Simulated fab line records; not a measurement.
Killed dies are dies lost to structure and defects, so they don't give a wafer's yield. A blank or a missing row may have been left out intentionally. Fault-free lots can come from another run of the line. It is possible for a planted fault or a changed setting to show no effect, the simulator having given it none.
Comparing a struck lot with a sound one | flow sky130 | 18 steps out of a route of 708
Sound: these wafers, L389.4, L389.5, L389.6. Struck: wafer L397.1 (left out: L397.2, L397.6 of the same lot, which were not struck); the cause appears at the end.
Per side, at each step with rows, come the tool, then ch with its chambers, and then its first start. Under that, the readings that differ: sound wafers | struck wafers | difference of the means | sigmas: that difference in standard deviations of wafers without a fault.
alike: readings whose means differ by less than 2 such deviations, and words and numbers that are the same on both sides. not compared: withheld readings, readings that some wafer has no value for, bounds like >300 that may hide the same value, and numbers for which the record gives no deviation and whose values overlap.
The two part at a step that has a row with sigmas, a row that says differs or no value, or rows on one side only. Numbers that don't overlap but have no deviation are shown without sigmas and don't part them. A reading that every wafer of one side lacks parts them only if that side has two wafers or more.

first, 5 steps without rows for these wafers: SKY_VIA4_COAT_06 (resist thk 1140 nm); SKY_VIA4_SOFTBAKE_07 (time 60 s); SKY_VIA4_EXPOSE_08 (exposes mask VIM4, target cd 800 nm); SKY_VIA4_PEB_09; SKY_VIA4_DEVELOP_10 (develop time 60 s).
SKY_VIA4_OVL_MEAS_11:
  sound on overlay-01, day 43 18:08; struck on overlay-01, day 45 19:08
  alike: VIA4_OVL
SKY_VIA4_ETCH_12: etches SiO2 in C4F8/O2/Ar, stops on TiN, target depth 580 nm.
  sound on rie-diel-04 ch 1,2, day 43 18:09; struck on rie-diel-01 ch 1, day 45 19:10
  alike: bias-w, oes-product-au
SKY_VIA4_STRIP_13: strips in O2/N2.
  sound on plasma-asher-03 ch 0,1, day 43 18:15; struck on plasma-asher-02 ch 1, day 45 19:14
  reading                | sound | struck | difference                   | sigmas
  rf-hours-counter-h (h) | - - - | 34     | no value on the sound wafers |
  alike: drypump-motor-current-A, n2-flow-sccm, oes-product-au, strip-time-to-endpoint-s
then, 3 steps without rows for these wafers: SKY_VIA4_STRIP_14 (strips in post etch residue remover, time 1200 s); SKY_VIA4_CLEAN_15 (cleans in IPA, time 180 s); SKY_VIA4_CLEAN_16 (cleans in O3/DIW).
SKY_VIA4_SPUTTER_17: material TiN, target thk 20 nm, time 80 s.
  sound on pvd-sputter-01, day 43 18:51; struck on pvd-sputter-02, day 45 19:50
  alike: throttle-valve-pct
SKY_VIA4_CVD_18: deposits W, target thk 505 nm, time 152.14 s.
  sound on cvd-w-01 ch 0,1, day 43 18:58; struck on cvd-w-01 ch 0, day 45 19:54
  reading                            | sound                | struck | difference | sigmas
  susceptor-temp-C (C)               | 399.73 399.63 400.48 | 394.81 | -5.14      | -21
  model.W_of_VIA4_CVD_18.thk-nm (nm) | 524.2 525.1 507.1    | 459.1  | -59.7      |
  alike: heater-power-w
SKY_VIA4_RS_MEAS_19: measures by four-point-probe.
  sound on film-metro-04, day 43 19:07; struck on film-metro-03, day 45 20:03
  reading            | sound             | struck | difference | sigmas
  VIA4_W_RS (ohm/sq) | 0.218 0.217 0.226 | 0.249  | +0.029     | +6
SKY_VIA4_THK_MEAS_20: measures by xrf.
  sound on film-metro-04, day 43 19:13; struck on film-metro-03, day 45 20:10
  reading         | sound       | struck | difference | sigmas
  VIA4_W_THK (nm) | 526 528 512 | 466    | -56        | -5
SKY_VIA4_CMP_21: polishes, stops on SiO2, t overpolish 25 s, target thk 0 nm.
  sound on cmp-01 ch 0,3, day 43 19:14; struck on cmp-02 ch 1, day 45 20:14
  reading                | sound       | struck | difference | sigmas
  time-to-endpoint-s (s) | 123 125 120 | 114    | -9         | -2
  alike: motor-current-A
SKY_METAL5_SPUTTER_00: material Ti, target thk 15 nm, time 10 s.
  sound on pvd-sputter-02, day 43 19:32; struck on pvd-sputter-01, day 45 20:32
  alike: throttle-valve-pct
SKY_PAD_OPEN_PROBE_99:
  sound wafers here have rows in the record (prober-02, day 46 16:00); struck ones have none

== WHERE THEY PART ==
Last at SKY_PAD_OPEN_PROBE_99 as far as this record goes, first at SKY_VIA4_STRIP_13.

WHY: what the simulator had put in
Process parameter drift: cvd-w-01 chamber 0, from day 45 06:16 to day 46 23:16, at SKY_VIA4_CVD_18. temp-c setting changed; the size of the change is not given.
